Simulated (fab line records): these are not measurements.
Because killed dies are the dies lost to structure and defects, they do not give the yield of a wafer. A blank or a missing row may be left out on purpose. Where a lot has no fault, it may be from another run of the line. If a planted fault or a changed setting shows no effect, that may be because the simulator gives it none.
fab line records	flow gf180mcu	part 2 of 2: steps 37 to 39 of 39
record lots=7	wafers=19	last_day=34
route steps=602 shown M2@372 V2@382 M3@409 PASSIVATION@602
lots with no fault: from the same line, run without faults
start_h: the number of hours between the record's first day and the start of the first shown wafer of the lot	wait_h: how many hours have passed since the lot's step before this one	" unchanged from the row above	L1.1+2: one row covering several wafers at once	- value missing, or start not given	* or withheld: withheld	< > ~ a bound
route shown NAME@n: NAME is a module with steps in the file, n the number in the route of the first one	usual: average and standard deviation across the fault-free wafers	same: alike in all rows	chamber/n: place in a boat	sites: the reading at each site	_std_site: their standard deviation	_edge_site: inner sites' mean taken away from outer sites' mean	radius_mm: how far each site lies from the wafer's centre	mask NAME#n: copy n	behind: tool/chamber where the wafer was last shaped	hold: why the lot was held/for how many hours/how that ended	device: whichever transistor did not switch (one of n, p or np)	end of line: the route-end tests of the same wafers	for a step that has no rows: nothing shown but its recipe	killed: at the first sort, the dies lost to defects and structure; wafer yield is something else	map: a wafer's dies, x killed, . not, _ none there
set.NAME: the setting as run; set.NAME@STEP: as run at that earlier step	model.NAME: the simulator's own value behind a step, which no gauge read
lots seen at some steps along the route; tables by step, rows by wafer
services: when a tool's chamber went out of use (start_h, in hours from the record's first day, below 0 if earlier), for how many hours, and the reason
## steps
# step GF_V2_CMP_26
# recipe stop_on=SiO2	down_force_psi=3.5	platen_rpm=60	t_overpolish_s=15	target_thk_nm=0	pad_velocity_m_s=0.94248
# usual motor_current_A=10.8/0.98	overpolish_run_s=15.000/0.0096	slurry_flow_ml_min=150.0/0.46	time_to_endpoint_s=85.7/2.8
lot.wafer	tool	chamber	start_h	wait_h	motor_current_A	overpolish_run_s	slurry_flow_ml_min	time_to_endpoint_s	model.SiO2_of_V2_CVD_02.thk_nm
L859.1	cmp-01	1	561.64	0.1	12.1	15.007	150.9	84.4	629.1
L859.3	"	0	"	"	10.0	14.995	149.7	84.5	629.7
L859.5	"	2	"	"	11.5	14.996	150.4	86.2	630.6
L860.3	cmp-01	0	567.50	0.0	9.7	14.999	150.2	89.2	629.1
L860.5	"	0	"	"	10.0	14.976	149.8	87.1	629.7
L860.6	"	1	"	"	11.6	14.994	150.7	83.6	629.6
L863.3	cmp-01	0	591.93	0.0	9.8	14.990	150.7	88.3	630.1
L863.4	"	1	"	"	12.0	15.002	149.6	83.6	505.9
L867.4	cmp-01	3	627.35	0.2	12.0	15.000	149.6	87.2	513.5
L867.6	"	1	"	"	11.8	14.998	150.4	87.7	629.2
L868.2	cmp-01	1	630.79	0.0	12.0	14.985	150.9	82.1	628.4
L868.4	"	3	"	"	10.8	14.999	150.0	84.2	517.1
L868.5	"	2	"	"	12.2	14.997	150.5	86.4	628.9
L869.4	cmp-01	3	632.77	0.1	11.2	15.015	150.6	85.8	630
L869.2	"	0	"	"	9.8	15.006	149.8	87.3	629.5
L869.5	"	1	"	"	11.6	15.001	150.4	83.3	630.8
L871.1	cmp-01	3	648.87	0.4	11.4	15.006	149.2	87.5	627.9
L871.2	"	0	"	"	10.0	15.000	149.8	87.4	626.7
L871.6	"	3	"	"	11.0	14.997	150.1	86.5	629.4
# step GF_M3_SPUTTER_00
# recipe material=Ti	target_thk_nm=37.5	arriving_ion_energy_ev=80	substrate_temp_c=200	chamber_pressure_pa=2	power_w=4000	time_s=150
# usual throttle_valve_pct=30.2/1.1
lot.wafer	tool	chamber	start_h	wait_h	throttle_valve_pct
L859.1	pvd_sputter-03	-	561.94	0.2	30.6
L859.3	"	-	"	"	29.5
L859.5	"	-	"	"	29.6
L860.3	pvd_sputter-02	-	567.80	0.2	28.9
L860.5	"	-	"	"	29.5
L860.6	"	-	"	"	28.9
L863.3	pvd_sputter-01	-	592.23	0.2	30.6
L863.4	"	-	"	"	29.9
L867.4	pvd_sputter-01	-	627.50	0.1	30.6
L867.6	"	-	"	"	30.6
L868.2	pvd_sputter-03	-	631.09	0.2	30.6
L868.4	"	-	"	"	30.5
L868.5	"	-	"	"	29.4
L869.2	pvd_sputter-01	-	632.97	0.1	28.1
L869.4	"	-	"	"	31.6
L869.5	"	-	"	"	28.2
L871.1	pvd_sputter-01	-	649.17	0.2	30.8
L871.2	"	-	"	"	29.9
L871.6	"	-	"	"	30.7
# step GF_PASSIVATION_PROBE_99
lot.wafer	tool	chamber	start_h	wait_h	model.etest.met3_comb.leak_log10_a_um	model.etest.via2_chain.rc_ohm
L859.1	prober-01	-	750.94	0.1	-11.88	6.189
L859.3	prober-01	-	751.04	0.2	-12.06	6.35
L859.5	prober-01	-	751.14	0.2	-12.01	6.518
L860.3	prober-02	-	756.04	0.2	-12.04	6.255
L860.5	prober-02	-	756.14	0.2	-11.96	6.301
L860.6	prober-02	-	756.19	0.2	-11.95	6.592
L863.3	prober-01	-	772.68	0.2	-11.76	6.611
L863.4	prober-01	-	772.73	0.2	-7.007	6.088
L867.4	prober-01	-	800.98	0.2	-7.238	6.27
L867.6	prober-01	-	801.08	0.2	-12.15	6.331
L868.2	prober-02	-	802.68	0.1	-11.97	6.533
L868.4	prober-02	-	802.78	0.2	-7.153	6.119
L868.5	prober-02	-	802.83	0.2	-11.73	5.964
L869.2	prober-01	-	804.39	0.1	-11.99	6.06
L869.4	prober-01	-	804.49	0.2	-11.96	6.407
L869.5	prober-01	-	804.54	0.2	-12	6.284
L871.1	prober-01	-	815.04	0.1	-11.92	6.466
L871.2	prober-01	-	815.09	0.1	-11.95	6.463
L871.6	prober-01	-	815.29	0.2	-12.09	6.487
# killed by level:class
L859.1 V2:geometric_particle:open=8 V5:geometric_particle:open=5 V3:geometric_particle:open=4 V4:geometric_particle:open=4 POLY_GATE:geometric_particle:short=3 CONTACT:geometric_particle:short=3 CONTACT:geometric_particle:open=3 V1:geometric_particle:open=3
L859.3 V3:geometric_particle:open=5 M4:geometric_particle:short=3 V4:geometric_particle:open=3 V5:geometric_particle:short=3 STI:geometric_particle:open=2 CONTACT:geometric_particle:short=2 M2:geometric_particle:short=2 V1:geometric_particle:open=2
L859.5 V3:geometric_particle:open=6 STI:geometric_particle:short=4 M5:geometric_particle:short=3 STI:geometric_particle:open=2 CONTACT:geometric_particle:short=2 M2:geometric_particle:open=2 V2:geometric_particle:open=2 M3:geometric_particle:short=2
L860.3 V4:geometric_particle:open=7 STI:geometric_particle:open=4 V1:geometric_particle:open=4 V2:geometric_particle:open=4 V2:geometric_particle:short=4 CONTACT:geometric_particle:short=3 V3:geometric_particle:open=3 STI:geometric_particle:short=2
L860.5 STI:geometric_particle:short=5 CONTACT:geometric_particle:short=4 M2:geometric_particle:short=4 V3:geometric_particle:open=4 V5:geometric_particle:open=4 STI:geometric_particle:open=3 CONTACT:geometric_particle:open=3 V4:geometric_particle:open=3
L860.6 CONTACT:geometric_particle:open=6 V5:geometric_particle:open=5 CONTACT:geometric_particle:short=4 V3:geometric_particle:short=3 SALICIDE:geometric_particle:short=2 V1:geometric_particle:open=2 V3:geometric_particle:open=2 V4:geometric_particle:open=2
L869.2 V2:geometric_particle:open=5 CONTACT:geometric_particle:open=4 M1:geometric_particle:short=3 M3:geometric_particle:short=3 M5:geometric_particle:short=3 STI:geometric_particle:open=2 STI:geometric_particle:short=2 POLY_GATE:geometric_particle:open=2
L869.4 V1:geometric_particle:open=7 V2:geometric_particle:open=5 V5:geometric_particle:open=4 V3:geometric_particle:open=3 V3:geometric_particle:short=3 M4:geometric_particle:short=3 STI:geometric_particle:open=2 STI:geometric_particle:short=2
L869.5 V1:geometric_particle:open=7 V4:geometric_particle:open=4 CONTACT:geometric_particle:open=4 V2:geometric_particle:open=4 V3:geometric_particle:open=4 V5:geometric_particle:short=4 STI:geometric_particle:open=3 STI:geometric_particle:short=3
L871.1 CONTACT:geometric_particle:open=7 V4:geometric_particle:open=7 V5:geometric_particle:open=5 V1:geometric_particle:open=3 M2:geometric_particle:short=3 STI:geometric_particle:open=2 POLY_GATE:geometric_particle:open=2 V2:geometric_particle:open=2
L871.2 V5:geometric_particle:open=8 CONTACT:geometric_particle:open=5 V4:geometric_particle:open=5 CONTACT:geometric_particle:short=4 V1:geometric_particle:open=4 V2:geometric_particle:open=4 V3:geometric_particle:open=4 V3:geometric_particle:short=4
L871.6 V3:geometric_particle:open=7 V1:geometric_particle:open=6 V3:geometric_particle:short=5 STI:geometric_particle:open=4 V2:geometric_particle:open=4 V4:geometric_particle:open=4 POLY_GATE:geometric_particle:open=2 CONTACT:geometric_particle:open=2
## services
tool	chamber	start_h	hours	kind
pecvd-01	-	513.72	5.5	pm
rie_diel-02	0	513.77	2.8	repair
plasma_asher-01	-	519.27	1.7	repair
pvd_sputter-01	-	538.21	3.4	repair
pvd_sputter-02	-	542.69	24.9	repair
rie_diel-01	-	543.99	0.2	repair
rie_diel-04	-	548.82	1.1	repair
cmp-02	-	550.40	6.2	repair
rie_diel-01	3	551.58	6.4	repair
rie_metal-03	-	563.43	1.3	repair
pecvd-02	1	573.48	15.7	repair
cmp-02	-	576.00	4.0	pm
rie_metal-04	1	576.11	64.4	repair
pecvd-01	-	576.23	1.3	repair
plasma_asher-02	-	597.67	0.6	repair
plasma_asher-02	-	608.01	2.8	pm
rie_diel-02	-	612.42	1.5	repair
rie_diel-04	0	614.57	5.5	repair
rie_diel-02	3	620.70	4.5	repair
plasma_asher-01	-	622.39	2.8	pm
plasma_asher-01	-	632.18	50.7	repair
rie_diel-01	0	634.40	3.2	repair
cmp-02	-	644.31	5.6	repair
rie_metal-04	-	648.13	2.8	pm
## key
first_sign step=GF_V2_THK_MEAS_03	reading=V2_CVD_02_THK	direction=down	sigmas=33	usual=850	struck=516
effect step=GF_V2_CMP_04	reading=time_to_endpoint_s	direction=down	sigmas=7.9	usual=*	struck=*
effect step=GF_V2_ETCH_17	reading=oes_product_au	direction=down	sigmas=17	usual=0.855	struck=0.769
model_effect step=GF_V2_CVD_02	value=SiO2_of_V2_CVD_02.thk_nm	without=848.2	struck=515.9
model_effect step=GF_V2_ETCH_17	value=etch.depth_nm	without=633.2	struck=515.9
model_effect step=GF_V2_CMP_26	value=SiO2_of_V2_CVD_02.thk_nm	without=629.5	struck=512.2
model_effect step=GF_PASSIVATION_PROBE_99	value=etest.met3_comb.leak_log10_a_um	without=-11.98	struck=-7.133
met_at GF_V2_CVD_02
struck_wafers L863.4,L867.4,L868.4
sort_left_out L863.4,L867.4,L868.4
onset_between 537.52 567.96
fault kind=process_parameter_drift	tool=pecvd-01	chamber=-	onset_h=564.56	steps=GF_V2_CVD_02	channel=target_thk_nm	offset=-329.8	shape=step	end_h=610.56	scope=struck_wafers_only	acts_in=these_recipes_only	stated=850
# sort_left_out: the simulated sort isn't trusted on such a fault, so these wafers' sort isn't shown, and their yield isn't known
